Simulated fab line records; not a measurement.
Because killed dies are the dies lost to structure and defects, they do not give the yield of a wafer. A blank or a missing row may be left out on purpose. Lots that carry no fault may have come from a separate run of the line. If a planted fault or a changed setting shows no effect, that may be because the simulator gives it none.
What tool caused it? | flow sky130 | 36 wafers from 12 lots sampled at 2 of the route's 708 steps

## WHAT THE GAUGES READ, wafer by wafer
SKY_VIA2_OVL_MEAS_13. Usual: VIA2_OVL gives -1 nm (standard deviation 5.4).
lot  | measured     | on         | VIA2_OVL (nm) | flag
L596 | day 36 06:23 | overlay-01 | -2 -3 -1      |
L597 | day 36 08:49 | overlay-01 | 7 -6 -2       |
L599 | day 37 10:20 | overlay-02 | -4 9 1        |
L601 | day 37 21:50 | overlay-02 | -9 -1 -8      |
L602 | day 38 05:53 | overlay-02 | -2 -5 -14     |
L611 | day 41 06:48 | overlay-02 | -4 -10 -2     |
L612 | day 41 09:31 | overlay-02 | 3 4 -2        |
L614 | day 41 19:18 | overlay-01 | -3 -4 8       |
L616 | day 42 05:50 | overlay-02 | -4 -3 -8      |
L617 | day 42 13:10 | overlay-02 | 2 1 9         |
L618 | day 43 15:20 | overlay-02 | 0 -8 0        |
L619 | day 43 16:03 | overlay-02 | -3 -4 2       |

## WHAT TOOL EACH LOT RAN ON (gives the tool, then ch and the chambers of the sampled wafers, and finally the start)
lot  | SKY_METAL2_ETCH_18
L596 | rie-metal-02 ch 0,1, day 35 02:40
L597 | rie-metal-01 ch 0,1, day 35 05:23
L599 | rie-metal-02 ch 0,1, day 36 06:28
L601 | rie-metal-03 ch 0,1, day 36 18:45
L602 | rie-metal-02 ch 0,1, day 37 03:05
L611 | rie-metal-02 ch 0,1, day 40 05:37
L612 | rie-metal-01 ch 0,1, day 40 08:01
L614 | rie-metal-01 ch 0,1, day 40 18:41
L616 | rie-metal-02 ch 1, day 41 04:48
L617 | rie-metal-03 ch 0,1, day 41 12:33
L618 | rie-metal-02 ch 0,1, day 42 15:41
L619 | rie-metal-02 ch 0,1, day 42 16:39
- SKY_METAL2_ETCH_18: etches BARC in N2/H2, stops on SiO2, time 45.9 s, target depth 60 nm.

## WHAT THE TOOLS THEMSELVES READ (means of the sampled wafers that have a number; where no wafer has one, the mark that the record gives instead)
SKY_METAL2_ETCH_18. Usual: drypump-motor-current-A 5.8 A, standard deviation 0.58; oes-product-au 0.854 a.u., standard deviation 0.0049; rf-fwd-power-W 494.6 W, standard deviation 1.6; throttle-valve-pct 13.225 %, standard deviation 0.0087.
lot  | tool         | drypump-motor-current-A (A) | oes-product-au (a.u.) | rf-fwd-power-W (W) | throttle-valve-pct (%) | flag
L596 | rie-metal-02 | 5.1                         | 0.855                 | 495.0              | 13.225                 |
L597 | rie-metal-01 | 6.4                         | 0.859                 | 496.6              | 13.222                 |
L599 | rie-metal-02 | 5.2                         | 0.860                 | 493.8              | 13.225                 |
L601 | rie-metal-03 | 6.0                         | 0.850                 | 493.9              | 13.220                 |
L602 | rie-metal-02 | 5.1                         | 0.851                 | 491.5              | 13.224                 |
L611 | rie-metal-02 | 5.1                         | 0.851                 | 494.6              | 13.225                 |
L612 | rie-metal-01 | 6.4                         | 0.852                 | 494.9              | 13.227                 |
L614 | rie-metal-01 | 6.5                         | 0.854                 | 494.7              | 13.225                 |
L616 | rie-metal-02 | 5.0                         | 0.860                 | 494.6              | 13.220                 |
L617 | rie-metal-03 | 6.0                         | 0.848                 | 493.4              | 13.234                 |
L618 | rie-metal-02 | 5.1                         | 0.855                 | 492.1              | 13.224                 |
L619 | rie-metal-02 | 5.1                         | 0.857                 | 495.4              | 13.222                 |

## THE ANSWER, worked out from the rows above alone
Rule: a lot counts as off when the mean over its wafers that have a number is more than 3 standard deviations away from the usual mean. Also off: a lot with no number at a reading for which 4 or more lots have one. Where the step has rows for the other lots, those lots are counted as sound. The gauges are gone through in route order, then the tools' own readings, and for those a lot's mean is taken as printed above. The first step at which some lot is off is used, and at that step the reading that is off furthest; a lot without a number counts as furthest.
Across all readings shown, no lot is off: no conclusion can be drawn from this.

## WHAT HAD BEEN PUT IN BY THE SIMULATOR
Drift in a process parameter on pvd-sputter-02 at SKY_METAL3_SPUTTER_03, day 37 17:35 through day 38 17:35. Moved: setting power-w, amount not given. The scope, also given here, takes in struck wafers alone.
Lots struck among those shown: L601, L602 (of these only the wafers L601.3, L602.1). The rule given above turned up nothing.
